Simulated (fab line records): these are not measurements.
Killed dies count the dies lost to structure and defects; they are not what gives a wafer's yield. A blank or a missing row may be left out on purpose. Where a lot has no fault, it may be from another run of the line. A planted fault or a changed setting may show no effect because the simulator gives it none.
Chamber matching    flow gf180mcu    cmp-02 running GF_CONTACT_CMP_27: 4 sister chambers
The step polishes, stops on SiO2, t overpolish 15 s, target thk 0 nm. 8 wafers are shown with their chamber, then 9 later ones without.

## WAFERS PAIRED WITH THEIR CHAMBERS
wafer   chamber  motor current A (A)  time to endpoint s (s)
L388.2  1        12.4                 79
L392.4  2        12.0                 73
L395.2  0        11.0                 68
L395.3  3        11.0                 66
L395.5  2        12.3                 75
L403.2  3        10.7                 70
L403.3  0        10.4                 71
L403.4  1        12.6                 76

## WAFERS WHOSE CHAMBER IS MISSING
wafer   motor current A (A)  time to endpoint s (s)
L405.2  11.8                 74
L405.5  12.7                 75
L405.6  11.0                 69
L406.1  12.1                 76
L406.3  12.7                 74
L406.5  10.9                 69
L407.1  12.3                 75
L407.2  10.8                 67
L407.5  11.5                 69

## EACH ONE'S CHAMBER
wafer   from the rows above           in truth
L405.2  can't be placed: 2 or 1       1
L405.5  can't be placed: 1 or 2       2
L405.6  can't be placed: 3 or 0       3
L406.1  can't be placed: 2 or 1       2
L406.3  can't be placed: 1 or 2       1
L406.5  can't be placed: 3 or 0       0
L407.1  can't be placed: 2 or 1       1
L407.2  can't be placed: 3 or 0       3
L407.5  can't be placed: 3 or 0 or 2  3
Correctly placed: 0 of 9. These rows do not allow placing 9 (true chamber among the candidates in 9). Number placed wrongly: 0.
How it was worked out, from the rows above alone: a wafer's distance from a chamber is the root of the sum, over the readings, of the square of ((its reading less the chamber's mean) divided by the reading's scatter). The wafer belongs to the nearest chamber; if the next one is less than 2 further off, it can't be placed. A chamber's mean is the mean of its shown wafers. How the scatter is found: for the shown wafers, subtract from each reading the mean of its chamber, square and add these, divide the total by (wafers less chambers), then take the root.
